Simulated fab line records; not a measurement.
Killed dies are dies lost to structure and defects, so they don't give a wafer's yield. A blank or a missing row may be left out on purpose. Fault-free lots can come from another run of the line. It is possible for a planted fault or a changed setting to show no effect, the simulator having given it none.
Which of the tools did it?    flow sky130    12 lots with 36 wafers sampled at 5 steps, on a route of 708 steps

## WHAT THE GAUGES READ, wafer by wafer
SKY_VIA3_BOW_MEAS_03.
lot   measured      on             VIA3_BOW (um)
L976  day 38 12:40  film metro-04  78 68 66
L977  day 38 15:41  film metro-01  77 68 66
L978  day 39 06:50  film metro-04  90 88 88
L979  day 39 20:31  film metro-04  75 87 75
L982  day 40 21:34  film metro-01  74 84 79
L985  day 41 05:08  film metro-02  78 80 81
L986  day 41 16:50  film metro-02  88 70 79
L993  day 44 09:37  film metro-04  83 91 84
L995  day 44 10:37  film metro-04  83 84 79
L996  day 44 10:46  film metro-02  78 87 76
L997  day 44 20:05  film metro-02  70 74 71
L999  day 45 02:21  film metro-01  64 68 80

SKY_METAL4_CD_MEAS_13 targets a cd of 300 nm.
lot   measured      on         cd nm (nm)
L976  day 41 17:20  cd sem-02  299.6 299.3 299.7
L977  day 41 20:20  cd sem-02  298.3 299.5 297.6
L978  day 42 09:35  cd sem-01  296.2 296.3 296.8
L979  day 42 23:09  cd sem-02  301.4 300.8 300.3
L982  day 43 22:23  cd sem-01  301.2 302.5 301.3
L985  day 44 07:02  cd sem-01  298.0 299.7 299.4
L986  day 44 14:48  cd sem-02  298.9 297.8 298.9
L993  day 47 01:55  cd sem-02  301.6 300.8 299.2
L995  day 47 04:22  cd sem-02  298.0 299.0 297.8
L996  day 47 05:04  cd sem-01  138.4 180.0 192.7
L997  day 47 11:34  cd sem-02  210.3 236.5 64.8
L999  day 47 18:39  cd sem-01  300.4 300.4 299.5

SKY_METAL4_OVL_MEAS_14.
lot   measured      on          METAL4_OVL (nm)
L976  day 41 17:28  overlay-01  0 4 12
L977  day 41 20:28  overlay-02  -4 1 -2
L978  day 42 09:43  overlay-02  -1 -4 5
L979  day 42 23:16  overlay-02  7 4 9
L982  day 43 22:31  overlay-01  -7 2 0
L985  day 44 07:10  overlay-01  9 10 3
L986  day 44 14:55  overlay-01  -6 -2 -2
L993  day 47 02:01  overlay-02  6 -5 7
L995  day 47 04:28  overlay-02  7 12 6
L996  day 47 05:10  overlay-01  -8 4 0
L997  day 47 11:41  overlay-02  -5 -4 2
L999  day 47 18:46  overlay-02  2 1 1

## TOOL THAT RAN EACH LOT (tool first, then ch and the chambers of the sampled wafers, then the start)
lot   SKY_METAL3_SPUTTER_04         SKY_METAL4_EXPOSE_10
L976  pvd sputter-01, day 36 06:42  krf scanner-02 ch 0, day 41 05:04
L977  pvd sputter-02, day 36 09:25  krf scanner-01 ch 0, day 41 08:29
L978  pvd sputter-04, day 37 01:58  krf scanner-02 ch 0, day 41 22:38
L979  pvd sputter-01, day 37 15:13  krf scanner-01 ch 0, day 42 11:55
L982  pvd sputter-04, day 38 17:22  krf scanner-01 ch 0, day 43 11:04
L985  pvd sputter-02, day 39 01:42  krf scanner-02 ch 0, day 43 20:25
L986  pvd sputter-02, day 39 13:55  krf scanner-01 ch 0, day 44 03:41
L993  pvd sputter-02, day 42 09:59  krf scanner-02 ch 0, day 46 15:47
L995  pvd sputter-01, day 42 10:17  krf scanner-01 ch 0, day 46 18:50
L996  pvd sputter-02, day 42 10:35  krf scanner-01 ch 0, day 46 19:19
L997  pvd sputter-01, day 42 20:05  krf scanner-01 ch 0, day 47 01:33
L999  pvd sputter-04, day 43 03:05  krf scanner-02 ch 0, day 47 08:56
- SKY_METAL3_SPUTTER_04: material TiN, target thk 70 nm, time 58.3 s.
- SKY_METAL4_EXPOSE_10: exposes mask MM4, target cd 300 nm.

## AS READ BY THE TOOLS THEMSELVES (means over the sampled wafers that have a number; for cases with no such wafer, the mark the record gives instead)
SKY_METAL3_SPUTTER_04.
lot   tool            throttle valve pct (%)
L976  pvd sputter-01  30.4
L977  pvd sputter-02  29.0
L978  pvd sputter-04  30.9
L979  pvd sputter-01  29.8
L982  pvd sputter-04  30.9
L985  pvd sputter-02  29.2
L986  pvd sputter-02  29.2
L993  pvd sputter-02  29.0
L995  pvd sputter-01  30.1
L996  pvd sputter-02  28.8
L997  pvd sputter-01  30.2
L999  pvd sputter-04  30.7

SKY_METAL4_EXPOSE_10.
lot   tool            stage vel mm s (mm/s)
L976  krf scanner-02  499.88
L977  krf scanner-01  499.72
L978  krf scanner-02  499.99
L979  krf scanner-01  500.18
L982  krf scanner-01  500.01
L985  krf scanner-02  500.15
L986  krf scanner-01  499.78
L993  krf scanner-02  500.34
L995  krf scanner-01  499.95
L996  krf scanner-01  499.79
L997  krf scanner-01  499.98
L999  krf scanner-02  499.87

## THE ANSWER, worked out from the rows above alone
Rule: usual is defined by the lots themselves. Put in order of their means at a reading, lots are off if they are a third of the lots or fewer, leave a main group of 4 or more, and stand apart from it by a gap of 3 or more times the standard deviation of the main group's means; of several such gaps the widest counts. The tables above print the reading to a certain number of digits; a main group whose means all agree to those digits is not used. A lot without any number at a reading at which 4 lots or more have one is off too. Where the step has rows for the other lots, those lots are counted as sound. After the gauges, taken in route order, come the tools' own readings; for these a lot's mean is taken, as printed above. At the first step where some lot is off, the reading lying furthest off is the one used; lots without a number count as furthest.
Off: L996, L997 (SKY_METAL4_CD_MEAS_13, cd nm). For the main group the mean is 299.3 nm and the standard deviation 1.4.
If a tool, at a process step before that reading, ran all the lots that are off and no sound lot after the first of them, it fits. Those tools and the gauges at SKY_METAL4_CD_MEAS_13 are tried in the same way. One fits: krf scanner-01 at SKY_METAL4_EXPOSE_10. Its last sound lot is L995 (day 46 18:50), its first lot that is off L996 (day 46 19:19): a fault that began between those two fits.

## WHAT THE SIMULATOR HAD PUT IN
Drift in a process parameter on krf scanner-01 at SKY_METAL4_EXPOSE_10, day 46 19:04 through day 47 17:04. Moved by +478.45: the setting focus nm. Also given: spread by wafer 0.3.
Lots struck among those shown: L996, L997. The rule given above showed the same thing.
